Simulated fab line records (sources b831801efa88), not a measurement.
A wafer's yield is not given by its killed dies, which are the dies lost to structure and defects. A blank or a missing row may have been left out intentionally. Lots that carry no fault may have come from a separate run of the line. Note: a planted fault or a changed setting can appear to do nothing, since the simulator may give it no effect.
2 desks, one fault -- flow gf180mcu -- numbers are kept per desk, each desk with only its own; the story behind them comes last

AT THE TOOL OWNER'S DESK: pecvd-03
The tool's own readings at GF_SAB_CVD_00 (deposits SiO2 from TEOS, target thk 50 nm, time 4.9302 s): means of the sampled wafers that have a number, for each lot that ran on this tool. A lot is out of limits, marked OUT, if its mean lies more than 4 standard deviations from the usual mean; the brackets give that distance.
Columns: A = heater power w at GF_SAB_CVD_00, usual 694 W
lot,first seen here,A
L366,day 16 23:58,670
L370,day 18 08:38,608
L378,day 20 20:46,668
L379,day 21 14:54,671
This desk's finding: nothing out of limits on any of the 4 lots.

THE METROLOGY DESK
What the gauges read, lot by lot, whatever tool the lot ran on: means of the sampled wafers that have a number. A lot is out of limits, marked OUT, if its mean lies more than 4 standard deviations from the usual mean; the brackets give that distance.
Columns: A = SAB_CVD_00_THK at GF_SAB_THK_MEAS_01, usual 50.1 nm
lot,first seen here,A
L360,day 14 08:11,50.1
L361,day 14 20:16,50.3
L364,day 16 01:32,49.7
L365,day 16 16:14,50.6
L366,day 16 23:59,50.5
L368,day 17 17:50,49.9
L369,day 17 23:14,50.2
L370,day 18 08:40,50.9
L371,day 18 11:00,49.0
L373,day 19 05:44,49.8
L378,day 20 20:47,51.1
L379,day 21 14:55,51.5
L382,day 22 08:35,49.4
This desk's finding: nothing out of limits on any of the 13 lots.

TAKEN TOGETHER
The desk of the tool owner found nothing out of limits.
From the metrology desk's view, nothing was out of limits.

WHAT THE SIMULATOR HAD INSERTED
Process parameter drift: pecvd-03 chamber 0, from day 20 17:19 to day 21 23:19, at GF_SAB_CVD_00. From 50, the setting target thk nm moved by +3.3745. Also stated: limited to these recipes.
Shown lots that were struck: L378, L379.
